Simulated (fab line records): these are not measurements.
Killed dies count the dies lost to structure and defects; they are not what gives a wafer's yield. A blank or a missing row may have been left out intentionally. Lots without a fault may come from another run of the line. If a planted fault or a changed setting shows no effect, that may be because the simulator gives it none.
8D (eight disciplines) problem report, filled in by code :: flow sky130 :: the parts of the form that need people (team, actions taken, sign-off) are left out

1. WHAT WENT WRONG
LDD_HVN_TW at SKY_LDD_HVN_TW_MEAS_10 reads a mean of 1286 on 6 wafers of 2 lots; wafers without a fault read 1441 with a standard deviation of 14. That puts it -11 standard deviations away from the usual mean.
The first sign was on wafer L666.1 at day 29 19:33, on film_metro-03. The record holds 36 wafers of 12 lots with a number at this step. The rule behind "out" and "out of limits": a value lying over 4 standard deviations away from the usual mean. Any other wafer with a number is counted as sound.

2. WHAT IT IS; WHAT IT IS NOT
question: which readings at this step
is: LDD_HVN_TW
is not: -

question: which lots
is: L665, L666
is not: L650, L651, L653, L656, L657, L659, L661, L668, L669, L670

question: which wafers of those lots
is: all that have a number
is not: -

question: read on which gauges
is: film_metro-03
is not: film_metro-02, film_metro-04

question: when
is: from day 29 19:33
is not: up to then (21 sound wafers); but 9 sound wafers of L668, L669, L670 came after

3. THE SUSPECTS, EACH WITH WHAT RULES IT OUT
Counting: a tool stays on the suspect list if, at a process step up to the reading, it processed all lots that are out and no sound lot following the first of them.
- the gauge at SKY_LDD_HVN_TW_MEAS_10 has been ruled out. All the wafers that are out were read on film_metro-03, but those of them that SKY_LDD_HVN_IMPLANT_08 has rows for are out there too, on other tools.
- implanter-01 at SKY_LDD_HVN_IMPLANT_08: kept. It processed each lot that is out, first L666 at day 29 19:18, and no sound lot thereafter; up to then, the last sound lot it processed was L661 at day 29 02:44. Out on those wafers are its own readings of beam_energy_keV.
The count leaves implanter-01 at SKY_LDD_HVN_IMPLANT_08.

4. THE CAUSE (what the simulator had put in)
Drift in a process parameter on implanter-01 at SKY_LDD_HVN_IMPLANT_08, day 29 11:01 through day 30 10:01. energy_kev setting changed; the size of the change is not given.
Counting left only this tool.

5. THE CHAIN OF EFFECTS, in route order
Each row: a reading where the mean over the struck wafers with a number is more than 3 standard deviations away from the usual. Only readings whose record carries a usual standard deviation are examined. hours: median over the lots of the time between each lot's start at the first step of this table that gives one and its start at this step. sigmas: the change, counted in usual standard deviations.
hours: 0
step: SKY_LDD_HVN_IMPLANT_08
reading: beam_energy_keV
usual: 59.998
on struck wafers: 40.739
change: -19.259
sigmas: -99 or more

hours: 0
step: SKY_LDD_HVN_TW_MEAS_10
reading: LDD_HVN_TW
usual: 1441
on struck wafers: 1286
change: -154
sigmas: -11
The process steps in it:
- SKY_LDD_HVN_IMPLANT_08

6. WHAT WOULD HAVE CAUGHT IT SOONER
9 hours passed between the start of the fault at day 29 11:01 and the first reading out of limits at a measuring or inspecting step in this record, taken at day 29 19:33.
Tool's own readings at SKY_LDD_HVN_IMPLANT_08, beam_energy_keV: out on all struck wafers the step has rows for; an alarm limit on them would have tripped on the first.
Of the lots that are out (2), L665 began SKY_LDD_HVN_IMPLANT_08 on implanter-01 after day 29 19:33. Holding the tool at that time would have saved it.
